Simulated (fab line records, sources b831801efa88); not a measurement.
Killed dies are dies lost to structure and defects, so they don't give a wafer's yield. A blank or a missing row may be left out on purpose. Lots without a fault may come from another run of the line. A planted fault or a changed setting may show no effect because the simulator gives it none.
Problem report in the 8D (eight disciplines) form, filled by code | flow sky130 | the parts of the form that need people (team, actions taken, sign-off) are left out

1. THE PROBLEM
killed_at_other at SKY_PAD_OPEN_PROBE_99 reads a mean of 55.3 on 6 wafers of 2 lots; wafers without a fault read 0.2 with a standard deviation of 0.49. That is +99 or more standard deviations from the usual mean.
First seen on wafer L830.1, day 47 13:46, on prober-01. The record holds 6 wafers of 2 lots with a number at this step. Rule for "out", or "out of limits": more than 4 standard deviations from the usual mean. The other wafers with a number count as sound.

2. WHAT IT IS AND WHAT IT IS NOT
question                    | is                     | is not
which readings at this step | killed_at_other        | killed_at_M4_up, killed_at_contacts, killed_at_front_end, killed_open
which lots                  | L830, L831             | -
which wafers of those lots  | all that have a number | -
read on which tools         | prober-01              | -
when                        | from day 47 13:46      | up to then (0 sound wafers)

3. SUSPECTS, AND WHAT RULES EACH OUT
Counting: a tool at a process step up to the reading stays a suspect if it ran every lot that is out and no sound lot after the first of them.
- plasma_asher-03 at SKY_RES_XHIGH_STRIP_08 (strips in O2/N2): kept. It ran every lot that is out, first L830 (day 28 22:46), and no sound lot after that.
- prober-01 at SKY_PAD_OPEN_PROBE_99: kept. It ran every lot that is out, first L830 (day 47 13:46), and no sound lot after that. Its own readings are out on those wafers: killed_at_other.
Left after counting: plasma_asher-03 at SKY_RES_XHIGH_STRIP_08, prober-01 at SKY_PAD_OPEN_PROBE_99.

4. THE CAUSE (what the simulator had put in)
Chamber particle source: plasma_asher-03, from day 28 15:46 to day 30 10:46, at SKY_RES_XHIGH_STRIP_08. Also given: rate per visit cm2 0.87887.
Counting left 2 suspects, and this tool is among them.

5. THE CHAIN OF EFFECTS, in route order
Each row: a reading whose mean over the struck wafers that have a number lies more than 3 standard deviations from the usual. Only readings for which the record gives a usual standard deviation are gone through. hours: the time from each lot's start at the first step in this table that gives one to its start at this step, as a median over the lots. sigmas: the change in usual standard deviations.
hours | step                  | reading         | usual | on struck wafers | change | sigmas
0     | SKY_PAD_OPEN_PROBE_99 | killed_at_other | 0.2   | 55.3             | +55.1  | +99 or more
0     | SKY_PAD_OPEN_PROBE_99 | killed_dies     | 83    | 129              | +46    | +5.1
The process steps in it:
- SKY_PAD_OPEN_PROBE_99

6. WHAT WOULD HAVE CAUGHT IT SOONER
In this record the first reading out of limits was taken at day 47 13:46, 454 hours after the fault began at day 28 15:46.
Of the tool readings at SKY_RES_XHIGH_STRIP_08 for which the record gives a usual standard deviation, none was out on any struck wafer, so an alarm limit of 4 standard deviations on them would not have fired.
All the lots that are out (2) had begun SKY_RES_XHIGH_STRIP_08 on plasma_asher-03 by day 47 13:46. A hold on the tool at that time would have spared none of them.
